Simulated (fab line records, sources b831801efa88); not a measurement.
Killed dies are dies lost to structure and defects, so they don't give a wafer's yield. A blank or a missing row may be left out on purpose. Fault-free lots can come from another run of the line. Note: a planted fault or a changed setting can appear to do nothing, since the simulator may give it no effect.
A struck lot beside a sound one | flow sfq-line | 14 out of 325 route steps
Sound: these wafers, L999.3, L999.4, L999.5. Wafers L113.2, L113.5, L113.6 were the ones struck. Last of all comes the cause.
Per side, at each step with rows, come the tool, then ch with its chambers, and then its first start. Under that, the readings that differ: sound wafers | struck wafers | difference of the means | sigmas: that difference in standard deviations of wafers without a fault.
alike: words and numbers the same on both sides, and readings whose means are apart by under 2 such deviations; not compared: readings that were withheld, readings missing a value for some wafer, numbers with overlapping values and no deviation given by the record, and bounds like >300 which may hide the same value.
The two part at a step that has a row with sigmas, a row that says differs or no value, or rows on one side only. Numbers that have no deviation but don't overlap get no sigmas and don't part them. A reading that every wafer of one side lacks parts them only if that side has two wafers or more.

first, 6 steps without rows for these wafers: SFQ_TRILAYER_M6_LITHO_COAT_164 (resist thk 62 nm); SFQ_TRILAYER_M6_LITHO_COAT_159 (resist thk 600 nm); SFQ_TRILAYER_M6_LITHO_SOFTBAKE_163; SFQ_TRILAYER_M6_LITHO_EXPOSE_160 (exposes mask M6, target cd 500 nm); SFQ_TRILAYER_M6_LITHO_PEB_162 (peb time 60 s); SFQ_TRILAYER_M6_LITHO_DEVELOP_161 (time 60 s).
SFQ_M6_OVL_MEAS_940:
  struck on overlay-01, day 60 19:26; sound on overlay-02, day 56 15:14
  alike: M6_OVL
SFQ_TRILAYER_M6_BARC_OPEN_METAL_ETCH_206: etches BARC in O2, target depth 125 nm, time 41.7 s.
  sound on rie-metal-03 ch 0,1, day 56 15:17; struck on rie-metal-01 ch 0,1, day 60 19:28
  alike: drypump-motor-current-A, oes-product-au
  not compared: rf-hours-counter-h
SFQ_TRILAYER_M6_ETCH_METAL_ETCH_162: etches Nb in Cl2/Ar, stops on SiO2, target depth 240 nm, time 120 s.
  sound on rie-metal-03 ch 0,1, day 56 15:22; struck on rie-metal-01 ch 0,1, day 60 19:31
  alike: drypump-motor-current-A, oes-product-au
  not compared: rf-hours-counter-h
SFQ_TRILAYER_M6_STRIP_STRIP_163: strips in O2.
  sound on rie-metal-03 ch 0,1, day 56 15:38; struck on rie-metal-01 ch 0,1, day 60 19:39
  alike: drypump-motor-current-A, oes-product-au
  not compared: rf-hours-counter-h
then, 1 step without rows for these wafers: SFQ_TRILAYER_M6_STRIP_SOLV_CLEAN_164 (cleans in NMP, time 600 s).
SFQ_TRILAYER_I6_DEP_PECVD_165: deposits SiO2 from SiH4/N2O, time 111.11 s, target thk 500 nm.
  sound on pecvd-01 ch 0,1, day 56 16:30; struck on pecvd-01 ch 1,2, day 60 20:25
  reading                                             | sound             | struck            | difference | sigmas
  heater-power-outer-w (W)                            | 21 45 30          | 60 45 64          | +24        | +3
  heater-power-w (W)                                  | 78 104 86         | 122 113 129       | +32        | +2
  rf-fwd-power-W (W)                                  | 181.9 182.7 182.6 | 109.0 109.2 108.5 | -73.5      | -99 or more
  showerhead-vpp-V (V)                                | 863 732 722       | 554 636 553       | -191       | -4
  model.SiO2_of_TRILAYER_I6_DEP_PECVD_165.thk-nm (nm) | 493.3 512.1 501.6 | 428.8 435.1 443.1 | -66.7      |
  alike: throttle-valve-pct
SFQ_TRILAYER_I6_CMP_CMP_166: polishes SiO2.
  sound on cmp-02 ch 0,1, day 58 20:07; struck on cmp-01 ch 0,1,3, day 62 18:31
  reading                | sound        | struck         | difference | sigmas
  motor-current-A (A)    | 9.6 10.1 9.6 | 11.5 12.9 10.9 | +2.0       | +2
  time-to-endpoint-s (s) | 213 226 216  | 165 174 171    | -48        | -6
  alike: slurry-flow-ml-min
SFQ_I6_BOW_MEAS_941:
  struck on film-metro-03, day 62 20:02; sound on film-metro-03, day 58 23:09
  alike: I6_BOW

WHERE THEY PART
Earliest at SFQ_TRILAYER_I6_DEP_PECVD_165; latest, in this record, at SFQ_TRILAYER_I6_CMP_CMP_166. Later steps at which nothing parts them and some readings are alike: SFQ_I6_BOW_MEAS_941.

WHY: whatever the simulator had introduced
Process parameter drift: pecvd-01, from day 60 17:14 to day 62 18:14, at SFQ_TRILAYER_I6_DEP_PECVD_165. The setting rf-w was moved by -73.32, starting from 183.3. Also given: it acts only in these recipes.
